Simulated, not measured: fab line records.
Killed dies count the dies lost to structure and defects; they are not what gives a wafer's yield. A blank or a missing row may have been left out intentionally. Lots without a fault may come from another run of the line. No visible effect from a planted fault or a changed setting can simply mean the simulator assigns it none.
Problem report, 8D (eight disciplines) form, completed by code :: flow gf180mcu :: the parts of the form that need people (team, actions taken, sign-off) are left out

== 1. WHAT IS WRONG ==
dose_ions_cm2 at GF_HV_LDD_IMPLANT_34 reads a mean of 6.673e+12 on 6 wafers of 2 lots; wafers without a fault read 7.501e+12 with a standard deviation of 7.6e+09. That is -99 or more standard deviations from the usual mean.
First observed at day 16 05:51: wafer L424.2, on implanter-03. The record has a number at this step for 18 wafers belonging to 6 lots. By rule, "out" or "out of limits" means more than 4 standard deviations away from the usual mean. All remaining wafers that have a number are taken as sound.

== 2. WHAT IT IS; WHAT IT IS NOT ==
question: which readings at this step
is: dose_ions_cm2, faraday_current_uA
is not: -

question: which lots
is: L424, L429
is not: L412, L419, L430, L433

question: which wafers of those lots
is: all that have a number
is not: -

question: read on which tools
is: implanter-03
is not: implanter-02

question: when
is: from day 16 05:51
is not: up to then (6 sound wafers); but 6 sound wafers of L430, L433 came after

== 3. THE SUSPECTS, EACH WITH WHAT RULES IT OUT ==
Counting: a tool at a process step up to the reading stays a suspect if it ran every lot that is out and no sound lot after the first of them.
- implanter-03 at GF_HV_LDD_IMPLANT_34: kept. It ran every lot that is out, first L424 (day 16 05:51), and no sound lot after that; its last sound lot up to then is L419 (day 14 08:25). On those wafers its own readings are out: dose_ions_cm2, faraday_current_uA.
Remaining after the count: implanter-03 at GF_HV_LDD_IMPLANT_34.

== 4. THE CAUSE (what the simulator had put in) ==
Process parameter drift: implanter-03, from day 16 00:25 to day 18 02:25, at GF_HV_LDD_IMPLANT_34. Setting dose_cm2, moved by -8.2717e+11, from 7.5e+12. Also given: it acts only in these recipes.
Only this tool survived the counting.

== 5. THE EFFECT CHAIN, in route order ==
Each row: a reading whose mean over the struck wafers that have a number lies more than 3 standard deviations from the usual. Readings are gone through only where the record gives a usual standard deviation; hours: the median, over the lots, of the time from a lot's start at the first step in this table giving one to that lot's start at this step; sigmas: the change measured in usual standard deviations.
hours: 0
step: GF_HV_LDD_IMPLANT_34
reading: dose_ions_cm2
usual: 7.501e+12
on struck wafers: 6.673e+12
change: -8.278e+11
sigmas: -99 or more

hours: 0
step: GF_HV_LDD_IMPLANT_34
reading: faraday_current_uA
usual: 42.3
on struck wafers: 37.4
change: -4.9
sigmas: -6.1
Here are the process steps it includes:
- GF_HV_LDD_IMPLANT_34

== 6. HOW IT WOULD HAVE BEEN CAUGHT EARLIER ==
In this record the first reading out of limits was taken at day 16 05:51, 5 hours after the fault began at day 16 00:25.
